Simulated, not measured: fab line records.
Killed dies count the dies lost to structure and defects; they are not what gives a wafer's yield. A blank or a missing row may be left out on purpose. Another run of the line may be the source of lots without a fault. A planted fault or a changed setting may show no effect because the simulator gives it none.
Struck lot and sound lot, side by side | flow sky130 | 15 out of 708 route steps
Sound: the wafers L878.1, L878.4, L878.6. Struck: wafers L880.4, L880.6 (left out: L880.3, a lot-mate that was not struck); the cause follows at the end.
For every step that has rows: the tool of each side, followed by ch and its chambers, followed by its first start. Under that, the readings that differ: sound wafers | struck wafers | difference of the means | sigmas: that difference in standard deviations of wafers without a fault.
alike: same words and numbers on both sides, and readings whose means sit less than 2 such deviations apart. not compared: any withheld reading, any reading some wafer has no value for, any bound like >300 that may hide the same value, and any number with overlapping values for which the record gives no deviation.
The two part at a step that has a row with sigmas, a row that says differs or no value, or rows on one side only. Numbers that don't overlap but have no deviation are shown without sigmas and don't part them. A reading missing from all wafers of one side parts the sides only when that side holds two or more wafers.

first, 8 steps without rows for these wafers: SKY_VIA1_DEHYDRATE_04 (time 60 s); SKY_VIA1_HMDS_05 (prime time 60 s); SKY_VIA1_COAT_06 (resist thk 60 nm); SKY_VIA1_COAT_07 (resist thk 450 nm); SKY_VIA1_SOFTBAKE_08 (time 87.2 s); SKY_VIA1_EXPOSE_09 (exposes mask VIM, target cd 150 nm); SKY_VIA1_PEB_10; SKY_VIA1_DEVELOP_11 (develop time 60 s).
SKY_VIA1_CD_MEAS_12 targets a cd of 150 nm.
  sound: cd-sem-01 at day 34 12:16; struck: cd-sem-01 at day 35 03:31
  alike: cd-nm
SKY_VIA1_OVL_MEAS_13:
  sound: overlay-02 at day 34 12:23; struck: overlay-02 at day 35 03:37
  alike: VIA1_OVL
SKY_VIA1_ETCH_14: etches BARC in N2/H2, stops on SiO2, time 45.9 s, target depth 60 nm.
  sound on rie-diel-03 ch 0,2, day 34 12:25; struck on rie-diel-04 ch 1,2, day 35 03:38
  alike: drypump-motor-current-A, oes-product-au, throttle-valve-pct
  not compared: rf-hours-counter-h
SKY_VIA1_ETCH_15: etches SiO2 in C4F8/O2/Ar, stops on TiN, target depth 351 nm, time 54 s.
  sound on rie-diel-03 ch 0,2, day 34 12:28; struck on rie-diel-04 ch 1,2, day 35 03:41
  alike: oes-product-au
  not compared: rf-hours-counter-h
SKY_VIA1_STRIP_16: strips in O2/N2.
  sound on plasma-asher-01 ch 0, day 34 12:30; struck on plasma-asher-02 ch 0, day 35 03:46
  reading                      | sound             | struck      | difference | sigmas
  o2-flow-sccm (sccm)          | 2991 2995 3001    | 3601 3609   | +609       | +78
  strip-time-to-endpoint-s (s) | 4.449 4.463 4.509 | 4.400 4.408 | -0.070     | -3
  alike: drypump-motor-current-A, oes-product-au
  not compared: rf-hours-counter-h
then, 1 step without rows for these wafers: SKY_VIA1_STRIP_17 (strips in post etch residue remover, time 1200 s).
-- the record jumps here: 12 days lie between the struck wafers' starts before and after (it left off in module VIA1 and takes up again in module PAD_OPEN, whose first step shown is number 708 of the route) --
SKY_PAD_OPEN_PROBE_99:
  sound: prober-01 at day 46 05:26; struck: prober-01 at day 46 20:05
  reading             | sound    | struck | difference | sigmas
  killed-at-front-end | 18 16 14 | 32 24  | +12        | +3
  alike: defect-limited-yield, killed_at_M0_to_M3, killed_at_M4_up, killed-at-contacts, killed-at-other, killed-dies, killed-open, killed-short, sort_bin_3_pad_short, sort_bin_5_function, sort_bin_6_memory, sort-n-pass, sort-yield-pct

== WHERE THEY PART ==
Earliest at SKY_VIA1_STRIP_16; latest, in this record, at SKY_PAD_OPEN_PROBE_99.

WHY: what had been put in by the simulator
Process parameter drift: plasma-asher-02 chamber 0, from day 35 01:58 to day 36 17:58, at SKY_VIA1_STRIP_16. The setting o2-flow-sccm was moved by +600, starting from 3000. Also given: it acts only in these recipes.
